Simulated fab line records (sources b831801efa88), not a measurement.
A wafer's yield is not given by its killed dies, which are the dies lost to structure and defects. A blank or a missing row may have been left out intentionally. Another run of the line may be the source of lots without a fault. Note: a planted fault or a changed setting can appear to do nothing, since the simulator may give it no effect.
Which tool was responsible? / flow gf180mcu / 39 wafers from 14 lots sampled at 3 of the route's 602 steps

== WHAT THE GAUGES SHOWED, per wafer ==
GF_HV_LDD_TW_MEAS_50. Usual: HV_LDD_4_TW 569, standard deviation 4.1.
lot=L685; measured=day 12 12:01; on=film_metro-03; HV_LDD_4_TW=562 563; flag=
lot=L687; measured=day 13 03:45; on=film_metro-01; HV_LDD_4_TW=570 571 567; flag=
lot=L688; measured=day 13 07:44; on=film_metro-01; HV_LDD_4_TW=570 566 567; flag=
lot=L689; measured=day 13 18:07; on=film_metro-01; HV_LDD_4_TW=570 569 568; flag=
lot=L695; measured=day 15 20:29; on=film_metro-01; HV_LDD_4_TW=30 30 30; flag=OFF
lot=L696; measured=day 16 04:41; on=film_metro-03; HV_LDD_4_TW=30 30 30; flag=OFF
lot=L699; measured=day 17 02:04; on=film_metro-01; HV_LDD_4_TW=566 569 567; flag=
lot=L701; measured=day 17 12:56; on=film_metro-03; HV_LDD_4_TW=570 570 568; flag=
lot=L703; measured=day 18 10:28; on=film_metro-01; HV_LDD_4_TW=566 569 567; flag=
lot=L704; measured=day 18 17:49; on=film_metro-01; HV_LDD_4_TW=568 569 563; flag=
lot=L705; measured=day 19 02:07; on=film_metro-03; HV_LDD_4_TW=569 568; flag=
lot=L706; measured=day 19 06:32; on=film_metro-02; HV_LDD_4_TW=577 574 575; flag=
lot=L707; measured=day 19 18:53; on=film_metro-02; HV_LDD_4_TW=576 575; flag=
lot=L708; measured=day 20 00:51; on=film_metro-03; HV_LDD_4_TW=566 565 565; flag=

GF_V1_THK_MEAS_03. Usual: V1_CVD_02_THK 852 nm, standard deviation 10.
lot=L685; measured=day 17 05:23; on=film_metro-02; V1_CVD_02_THK (nm)=844 861; flag=
lot=L687; measured=day 18 00:57; on=film_metro-04; V1_CVD_02_THK (nm)=843 847 844; flag=
lot=L688; measured=day 18 05:46; on=film_metro-01; V1_CVD_02_THK (nm)=863 842 847; flag=
lot=L689; measured=day 18 14:34; on=film_metro-04; V1_CVD_02_THK (nm)=843 852 862; flag=
lot=L699; measured=day 22 09:08; on=film_metro-02; V1_CVD_02_THK (nm)=851 864 866; flag=
lot=L701; measured=day 22 18:13; on=film_metro-04; V1_CVD_02_THK (nm)=821 852 838; flag=
lot=L703; measured=day 23 16:54; on=film_metro-01; V1_CVD_02_THK (nm)=854 861 865; flag=
lot=L704; measured=day 23 23:37; on=film_metro-02; V1_CVD_02_THK (nm)=848 850 866; flag=
lot=L705; measured=day 24 08:11; on=film_metro-02; V1_CVD_02_THK (nm)=845 862; flag=
lot=L706; measured=day 24 12:02; on=film_metro-02; V1_CVD_02_THK (nm)=838 852 845; flag=
lot=L707; measured=day 24 22:32; on=film_metro-01; V1_CVD_02_THK (nm)=854 857; flag=
lot=L708; measured=day 25 05:16; on=film_metro-02; V1_CVD_02_THK (nm)=837 847 846; flag=

== EACH LOT AND THE TOOL THAT RAN IT (in order: tool; ch and the chambers of the sampled wafers; start) ==
lot=L685; GF_HV_LDD_IMPLANT_48=implanter-02 ch 0, day 12 11:46
lot=L687; GF_HV_LDD_IMPLANT_48=implanter-01 ch 0, day 13 03:32
lot=L688; GF_HV_LDD_IMPLANT_48=implanter-01 ch 0, day 13 07:31
lot=L689; GF_HV_LDD_IMPLANT_48=implanter-01 ch 0, day 13 17:52
lot=L695; GF_HV_LDD_IMPLANT_48=implanter-03, day 15 20:16
lot=L696; GF_HV_LDD_IMPLANT_48=implanter-01, day 16 04:26
lot=L699; GF_HV_LDD_IMPLANT_48=implanter-01 ch 0, day 17 01:49
lot=L701; GF_HV_LDD_IMPLANT_48=implanter-03 ch 0, day 17 12:43
lot=L703; GF_HV_LDD_IMPLANT_48=implanter-02 ch 0, day 18 10:14
lot=L704; GF_HV_LDD_IMPLANT_48=implanter-03 ch 0, day 18 17:34
lot=L705; GF_HV_LDD_IMPLANT_48=implanter-02 ch 0, day 19 01:52
lot=L706; GF_HV_LDD_IMPLANT_48=implanter-01 ch 0, day 19 06:19
lot=L707; GF_HV_LDD_IMPLANT_48=implanter-01 ch 0, day 19 18:41
lot=L708; GF_HV_LDD_IMPLANT_48=implanter-02 ch 0, day 20 00:38
- GF_HV_LDD_IMPLANT_48

== WHAT THE TOOLS THEMSELVES READ (means of the sampled wafers that have a number; where no wafer has one, the mark that the record gives instead) ==
GF_HV_LDD_IMPLANT_48. Usual: beam_energy_keV 24.999, standard deviation 0.007; beam_on_s 10.02 s, standard deviation 0.21; end_station_pressure_torr 5.12e-06 Torr, standard deviation 3e-07.
lot=L685; tool=implanter-02; beam_energy_keV=24.992; beam_on_s (s)=10.10; end_station_pressure_torr (Torr)=5.03e-06; flag=
lot=L687; tool=implanter-01; beam_energy_keV=25.014; beam_on_s (s)=9.88; end_station_pressure_torr (Torr)=4.90e-06; flag=
lot=L688; tool=implanter-01; beam_energy_keV=25.002; beam_on_s (s)=10.07; end_station_pressure_torr (Torr)=5.17e-06; flag=
lot=L689; tool=implanter-01; beam_energy_keV=24.999; beam_on_s (s)=10.11; end_station_pressure_torr (Torr)=4.96e-06; flag=
lot=L695; tool=implanter-03; beam_energy_keV=-; beam_on_s (s)=-; end_station_pressure_torr (Torr)=-; flag=OFF
lot=L696; tool=implanter-01; beam_energy_keV=-; beam_on_s (s)=-; end_station_pressure_torr (Torr)=-; flag=OFF
lot=L699; tool=implanter-01; beam_energy_keV=24.999; beam_on_s (s)=9.94; end_station_pressure_torr (Torr)=5.37e-06; flag=
lot=L701; tool=implanter-03; beam_energy_keV=25.002; beam_on_s (s)=10.05; end_station_pressure_torr (Torr)=5.34e-06; flag=
lot=L703; tool=implanter-02; beam_energy_keV=25.007; beam_on_s (s)=10.00; end_station_pressure_torr (Torr)=5.38e-06; flag=
lot=L704; tool=implanter-03; beam_energy_keV=24.995; beam_on_s (s)=10.30; end_station_pressure_torr (Torr)=5.19e-06; flag=
lot=L705; tool=implanter-02; beam_energy_keV=24.996; beam_on_s (s)=9.68; end_station_pressure_torr (Torr)=5.22e-06; flag=
lot=L706; tool=implanter-01; beam_energy_keV=25.001; beam_on_s (s)=10.05; end_station_pressure_torr (Torr)=4.93e-06; flag=
lot=L707; tool=implanter-01; beam_energy_keV=24.997; beam_on_s (s)=9.96; end_station_pressure_torr (Torr)=5.22e-06; flag=
lot=L708; tool=implanter-02; beam_energy_keV=25.001; beam_on_s (s)=9.78; end_station_pressure_torr (Torr)=5.10e-06; flag=

== THE ANSWER, worked out from the rows above alone ==
Rule: lot off if the mean of its wafers having a number is beyond 3 standard deviations from the usual mean. A lot without any number at a reading at which 4 lots or more have one is off too. Where the step has rows for the other lots, those lots are counted as sound. Order of review: gauges by route order, followed by the tools' own readings, for which a lot's mean as printed above is used. The first step at which some lot is off is used, and at that step the reading that is off furthest; a lot without a number counts as furthest.
Off: at GF_HV_LDD_TW_MEAS_50 (HV_LDD_4_TW), L695, L696.
If a tool, at a process step before that reading, ran all the lots that are off and no sound lot after the first of them, it fits. The gauges at GF_HV_LDD_TW_MEAS_50 aren't tried: what is off there is off at GF_HV_LDD_IMPLANT_48 too, on other tools, and a gauge's error can't cause that. Not one of the candidates tried fits.

== WHAT THE SIMULATOR HAD PUT IN ==
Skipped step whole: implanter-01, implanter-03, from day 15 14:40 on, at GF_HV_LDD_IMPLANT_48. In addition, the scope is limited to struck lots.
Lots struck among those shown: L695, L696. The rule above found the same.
